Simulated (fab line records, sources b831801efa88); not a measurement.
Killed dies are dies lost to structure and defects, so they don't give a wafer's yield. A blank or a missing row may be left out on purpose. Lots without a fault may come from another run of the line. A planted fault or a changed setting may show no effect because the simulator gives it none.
Which tool did it? | flow sky130 | 13 lots, 39 wafers sampled, at 5 steps of a route of 708

WHAT THE GAUGES READ, wafer by wafer
SKY_FIELD_ISO_CD_MEAS_13: target cd 150 nm. Usual: cd_nm 149.6 nm, standard deviation 1.6.
lot  | measured    | on        | cd_nm (nm)        | flag
L641 | day 2 19:44 | cd_sem-01 | 151.7 150.3 151.6 |
L642 | day 3 02:38 | cd_sem-01 | 146.6 148.1 148.0 |
L643 | day 3 08:07 | cd_sem-01 | 147.3 146.5 145.3 |
L646 | day 4 00:34 | cd_sem-02 | 147.1 145.4 147.0 |
L649 | day 4 13:04 | cd_sem-02 | 149.7 149.4 148.8 |
L650 | day 4 20:49 | cd_sem-02 | 151.7 151.3 153.5 |
L651 | day 5 00:52 | cd_sem-02 | 148.8 148.8 149.5 |
L653 | day 5 12:01 | cd_sem-01 | 150.3 151.9 150.1 |
L654 | day 5 16:20 | cd_sem-02 | 150.3 149.8 150.1 |
L655 | day 5 19:41 | cd_sem-02 | 150.4 149.6 149.4 |
L656 | day 6 05:55 | cd_sem-02 | 150.0 147.7 150.6 |
L657 | day 6 10:58 | cd_sem-01 | 151.0 150.4 149.7 |
L659 | day 6 16:47 | cd_sem-01 | 148.7 148.3 148.9 |

SKY_NWELL_OVL_MEAS_23. Usual: NWELL_01_OVL -0.8 nm, standard deviation 1.5.
lot  | measured     | on         | NWELL_01_OVL (nm) | flag
L641 | day 5 22:01  | overlay-02 | -1.5 -0.1 -1.4    |
L642 | day 6 06:56  | overlay-01 | 0.1 0.5 0.5       |
L643 | day 6 10:11  | overlay-02 | -0.2 -1.1 -0.3    |
L646 | day 7 09:49  | overlay-01 | -0.4 -1.3 -1.1    |
L649 | day 7 21:38  | overlay-01 | -1.7 -2.2 -1.3    |
L650 | day 8 02:19  | overlay-01 | 1.8 3.1 3.2       |
L651 | day 8 21:41  | overlay-02 | -0.2 -1.4 -0.9    |
L653 | day 9 14:26  | overlay-01 | 1.0 0.9 0.3       |
L654 | day 10 04:41 | overlay-02 | -1.4 -2.3 -3.3    |
L655 | day 10 05:20 | overlay-02 | -1.2 -1.0 -0.6    |
L656 | day 10 14:30 | overlay-02 | -1.3 -1.5 -2.6    |
L657 | day 10 15:34 | overlay-01 | -3.8 -0.9 -1.1    |
L659 | day 11 02:04 | overlay-01 | -1.8 -2.3 -2.1    |

SKY_VT_ADJUST_LVTN_TW_MEAS_21. Usual: VT_ADJUST_LVTN_2_TW 187.3, standard deviation 1.1.
lot  | measured     | on            | VT_ADJUST_LVTN_2_TW                 | flag
L641 | day 8 04:58  | film_metro-03 | 187.2 186.9 186.3                   |
L642 | day 8 15:49  | film_metro-01 | 187.2 188.7 188.7                   |
L643 | day 8 18:38  | film_metro-01 | 188.5 188.5 188.5                   |
L646 | day 9 22:35  | film_metro-01 | 227.3 226.7 227.0 228.1 226.7 227.9 | OFF
L649 | day 10 13:34 | film_metro-01 | 229.2 230.3 229.4 229.7 229.3 229.7 | OFF
L650 | day 10 17:50 | film_metro-01 | 188.3 187.8 188.9                   |
L651 | day 11 17:20 | film_metro-03 | 225.6 228.3 227.0 227.5 227.2 228.6 | OFF
L653 | day 12 12:38 | film_metro-01 | 188.6 189.5 188.8                   |
L654 | day 13 05:29 | film_metro-03 | 185.2 185.4 186.8                   |
L655 | day 13 05:40 | film_metro-04 | 188.3 187.2 188.1                   |
L656 | day 13 17:02 | film_metro-03 | 185.6 185.8 185.3                   |
L657 | day 13 18:13 | film_metro-04 | 187.3 188.1 187.4                   |
L659 | day 14 06:16 | film_metro-03 | 186.3 186.8 186.3                   |

WHICH TOOL RAN EACH LOT (tool, then ch and the chambers of the sampled wafers, then the start)
lot  | SKY_NWELL_STRIP_25                   | SKY_VT_ADJUST_LVTN_IMPLANT_19
L641 | plasma_asher-01 ch 0,1, day 5 22:13  | implanter-01 ch 0, day 8 04:43
L642 | plasma_asher-04 ch 0,1, day 6 07:08  | implanter-02 ch 0, day 8 15:34
L643 | plasma_asher-01 ch 0,1, day 6 10:22  | implanter-01 ch 0, day 8 18:24
L646 | plasma_asher-01 ch 0,1, day 7 10:01  | implanter-02 ch 0, day 9 22:01
L649 | plasma_asher-04 ch 0,1, day 7 21:56  | implanter-01 ch 0, day 10 12:46
L650 | plasma_asher-04 ch 0,1, day 8 02:31  | implanter-03 ch 0, day 10 17:35
L651 | plasma_asher-02 ch 0,1, day 8 21:53  | implanter-02 ch 0, day 11 16:46
L653 | plasma_asher-01 ch 0,1, day 9 14:37  | implanter-02 ch 0, day 12 12:24
L654 | plasma_asher-04 ch 0,1, day 10 04:53 | implanter-02 ch 0, day 13 05:14
L655 | plasma_asher-04 ch 0,1, day 10 05:32 | implanter-03 ch 0, day 13 05:25
L656 | plasma_asher-02 ch 0,1, day 10 14:41 | implanter-03 ch 0, day 13 16:48
L657 | plasma_asher-01 ch 0,1, day 10 15:46 | implanter-01 ch 0, day 13 17:58
L659 | plasma_asher-04 ch 0,1, day 11 02:16 | implanter-03 ch 0, day 14 06:01
- SKY_NWELL_STRIP_25: strips in O2/N2.
- SKY_VT_ADJUST_LVTN_IMPLANT_19

WHAT THE TOOLS THEMSELVES READ (means of the sampled wafers that have a number; where no wafer has one, the mark that the record gives instead)
SKY_NWELL_STRIP_25. Usual: drypump_motor_current_A 5.9 A, standard deviation 0.34; n2_flow_sccm 299.9 sccm, standard deviation 0.85; oes_product_au 0.723 a.u., standard deviation 0.0044; strip_time_to_endpoint_s 36.90 s, standard deviation 0.12.
lot  | tool            | drypump_motor_current_A (A) | n2_flow_sccm (sccm) | oes_product_au (a.u.) | strip_time_to_endpoint_s (s) | flag
L641 | plasma_asher-01 | 6.3                         | 300.3               | 0.722                 | 36.84                        |
L642 | plasma_asher-04 | 5.7                         | 300.0               | 0.727                 | 37.01                        |
L643 | plasma_asher-01 | 5.9                         | 299.7               | 0.724                 | 37.05                        |
L646 | plasma_asher-01 | 5.9                         | 300.8               | 0.728                 | 37.03                        |
L649 | plasma_asher-04 | 5.7                         | 299.6               | 0.726                 | 36.92                        |
L650 | plasma_asher-04 | 5.7                         | 300.0               | 0.722                 | 36.87                        |
L651 | plasma_asher-02 | 6.0                         | 300.5               | 0.721                 | 36.85                        |
L653 | plasma_asher-01 | 6.3                         | 300.3               | 0.725                 | 36.60                        |
L654 | plasma_asher-04 | 5.7                         | 299.4               | 0.721                 | 36.91                        |
L655 | plasma_asher-04 | 5.8                         | 300.2               | 0.726                 | 36.91                        |
L656 | plasma_asher-02 | 6.0                         | 300.8               | 0.720                 | 36.87                        |
L657 | plasma_asher-01 | 5.9                         | 298.8               | 0.724                 | 36.97                        |
L659 | plasma_asher-04 | 5.7                         | 300.1               | 0.722                 | 37.12                        |

THE ANSWER, worked out from the rows above alone
Rule: a lot is off if the mean of its wafers that have a number lies more than 3 standard deviations from the usual mean. A lot without any number at a reading at which 4 lots or more have one is off too. The other lots that the step has rows for count as sound. The gauges are gone through in route order, then the tools' own readings, and for those a lot's mean is taken as printed above. The first step at which some lot is off is used, and at that step the reading that is off furthest; a lot without a number counts as furthest.
Off: L646, L649, L651, at SKY_VT_ADJUST_LVTN_TW_MEAS_21 (VT_ADJUST_LVTN_2_TW).
A tool fits if, at a process step before that reading, it ran every lot that is off, and no sound lot after the first of them. The gauges at SKY_VT_ADJUST_LVTN_TW_MEAS_21 are tried like those tools. None of those tried fits.

WHAT THE SIMULATOR HAD PUT IN
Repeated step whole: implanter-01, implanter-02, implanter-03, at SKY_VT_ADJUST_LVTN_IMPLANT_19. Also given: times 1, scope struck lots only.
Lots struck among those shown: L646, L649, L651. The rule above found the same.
